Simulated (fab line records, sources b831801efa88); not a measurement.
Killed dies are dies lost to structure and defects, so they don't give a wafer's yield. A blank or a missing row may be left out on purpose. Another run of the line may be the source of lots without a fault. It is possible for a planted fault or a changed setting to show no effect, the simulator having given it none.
Comparing a struck lot with a sound one ; flow sky130 ; 35 steps out of a route of 708
Sound: wafers L810.1, L810.2, L810.6. The struck wafers were L829.1, L829.3, L829.5. The cause comes at the end.
At each step with rows: each side's tool, then ch and its chambers, then its first start. Under that, the readings that differ: sound wafers ; struck wafers ; difference of the means ; sigmas: that difference in standard deviations of wafers without a fault.
alike: readings whose means differ by less than 2 such deviations, and words and numbers that are the same on both sides. not compared: withheld readings, readings that some wafer has no value for, bounds like >300 that may hide the same value, and numbers for which the record gives no deviation and whose values overlap.
The two part at a step that has a row with sigmas, a row that says differs or no value, or rows on one side only. Numbers that don't overlap but have no deviation are shown without sigmas and don't part them. A reading that every wafer of one side lacks parts them only if that side has two wafers or more.

first, 10 steps without rows for these wafers: SKY_POLY_GATE_COAT_08 (resist thk 450 nm); SKY_POLY_GATE_SOFTBAKE_09 (time 90 s); SKY_POLY_GATE_EXPOSE_10 (exposes mask P1M, target cd 150 nm); SKY_POLY_GATE_PEB_11; SKY_POLY_GATE_DEVELOP_12 (develop time 60 s); SKY_POLY_GATE_ETCH_15 (etches BARC in N2/H2, stops on SiO2, time 118.5 s, target depth 110 nm); SKY_POLY_GATE_ETCH_16 (etches Si3N4 in CH3F/O2, stops on poly-Si, time 147.5 s, target depth 75 nm); SKY_POLY_GATE_ETCH_17 (etches poly-Si in HBr/Cl2, stops on SiO2, target depth 180 nm, time 70.5 s); SKY_POLY_GATE_STRIP_18 (strips in O2/N2); SKY_POLY_GATE_CLEAN_19 (cleans in SC1/SC2, time 150 s).
SKY_POLY_GATE_OXIDATION_20: stabilise 600 s, purge 300 s, target thk 4 nm.
  sound on furnace-01 ch 0, day 16 05:32; struck on furnace-01 ch 0, day 23 09:32
  alike: spike_tc_upper_C
then, 23 steps without rows for these wafers: SKY_LDD_N_DEHYDRATE_00 (time 60 s); SKY_LDD_N_HMDS_01 (prime time 60 s); SKY_LDD_N_COAT_02 (resist thk 300 nm); SKY_LDD_N_SOFTBAKE_03 (time 60 s); SKY_LDD_N_EXPOSE_04 (exposes mask NTM, target cd 840 nm); SKY_LDD_N_PEB_05; SKY_LDD_N_DEVELOP_06 (develop time 60 s); SKY_LDD_N_IMPLANT_08; SKY_LDD_N_IMPLANT_09; SKY_LDD_N_IMPLANT_10; SKY_LDD_N_IMPLANT_11; SKY_LDD_N_IMPLANT_12; SKY_LDD_N_IMPLANT_13; SKY_LDD_N_IMPLANT_14; SKY_LDD_N_IMPLANT_15; SKY_LDD_N_STRIP_16 (strips in O2/N2); SKY_LDD_P_DEHYDRATE_00 (time 60 s); SKY_LDD_P_HMDS_01 (prime time 60 s); SKY_LDD_P_COAT_02 (resist thk 1140 nm); SKY_LDD_P_SOFTBAKE_03 (time 60 s); SKY_LDD_P_EXPOSE_04 (exposes mask PSDM, target cd 380 nm); SKY_LDD_P_PEB_05; SKY_LDD_P_DEVELOP_06 (develop time 60 s).
-- a jump in the record: the struck wafers' starts before and after are 27 days apart (it breaks off in module LDD_P and resumes in module PAD_OPEN, where the first step shown is number 708 of the route) --
SKY_PAD_OPEN_PROBE_99:
  sound: prober-02 at day 45 13:09; struck: prober-01 at day 50 06:07
reading;sound;struck;difference;sigmas
model.etest.diode_nwell_sub.leak_log10_a_cm2;-6.967 -7.344 -7.48;-5.92 -5.918 -6.077;+1.29;
model.etest.diode_dnwell_sub.leak_log10_a_cm2;-7.646 -7.107 -7.116;-6.055 -6.227 -5.931;+1.219;
model.etest.diode_pwell_dnwell.leak_log10_a_cm2;-7.78 -7.686 -7.393;-6.355 -6.306 -6.233;+1.322;
model.etest.diode_ndiff_pwell_hv.leak_log10_a_cm2;-6.519 -6.84 -6.471;-5.696 -5.742 -5.749;+0.881;
model.etest.diode_pdiff_nwell_hv.leak_log10_a_cm2;-6.467 -6.511 -6.647;-5.595 -6.052 -5.753;+0.742;
model.etest.diode_ndiff_pwell.leak_log10_a_cm2;-7.444 -7.259 -7.317;-6.778 -6.699 -6.769;+0.591;
model.etest.diode_pdiff_nwell.leak_log10_a_cm2;-7.414 -7.162 -7.327;-6.337 -6.492 -6.268;+0.935;
model.etest.nfet_16v.off_log10_a_um;-13.86 -13.87 -13.82;-13.11 -13.47 -13.22;+0.58;
  alike: killed_at_M0_to_M3, killed_at_M4_up, killed_at_contacts, killed_at_front_end, killed_at_other, killed_dies, killed_open, killed_short

== WHERE THEY PART ==
Nowhere in this record.

WHY: the cause the simulator had injected
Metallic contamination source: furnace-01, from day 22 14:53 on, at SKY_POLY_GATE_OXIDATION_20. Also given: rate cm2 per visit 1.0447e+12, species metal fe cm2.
